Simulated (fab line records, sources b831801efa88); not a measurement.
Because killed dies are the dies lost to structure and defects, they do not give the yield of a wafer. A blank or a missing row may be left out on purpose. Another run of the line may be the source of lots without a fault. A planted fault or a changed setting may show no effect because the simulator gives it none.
Chamber matching    flow gf180mcu    cmp-02 running GF_V2_CMP_04: 4 sister chambers
The step polishes SiO2. 4 wafers are shown with their chamber, then 8 later ones without.

== WAFERS PAIRED WITH THEIR CHAMBERS ==
wafer   chamber  motor_current_A (A)
L747.2  0        12.6
L748.1  3        11.7
L755.6  2        11.4
L760.2  1        13.0

== WAFERS WITH NO CHAMBER GIVEN ==
wafer   motor_current_A (A)
L760.3  11.2
L760.5  11.7
L762.1  12.1
L762.2  11.0
L762.4  13.0
L764.2  13.4
L764.3  11.0
L764.5  12.7

== CHAMBER TAKEN BY EACH ==
wafer   from the rows above                in truth
L760.3  can't be placed: 2 or 3            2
L760.5  can't be placed: 3 or 2            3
L762.1  can't be placed: 3 or 0 or 2 or 1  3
L762.2  can't be placed: 2 or 3            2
L762.4  can't be placed: 1 or 0            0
L764.2  can't be placed: 1 or 0            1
L764.3  can't be placed: 2 or 3            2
L764.5  can't be placed: 0 or 1            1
Correct placement for 0 of the 8. From these rows, 8 cannot be placed; in 8 the true chamber is one of the candidates. Number placed wrongly: 0.
How it was worked out, from the rows above alone: a wafer's distance from a chamber is the root of the sum, over the readings, of the square of ((its reading less the chamber's mean) divided by the reading's scatter). The wafer belongs to the nearest chamber; if the next one is less than 2 further off, it can't be placed. For every chamber, the mean is computed from those of its wafers that are shown. The scatter: root of mean squared gap, hidden wafer to nearest shown wafer, with one shown wafer a chamber.
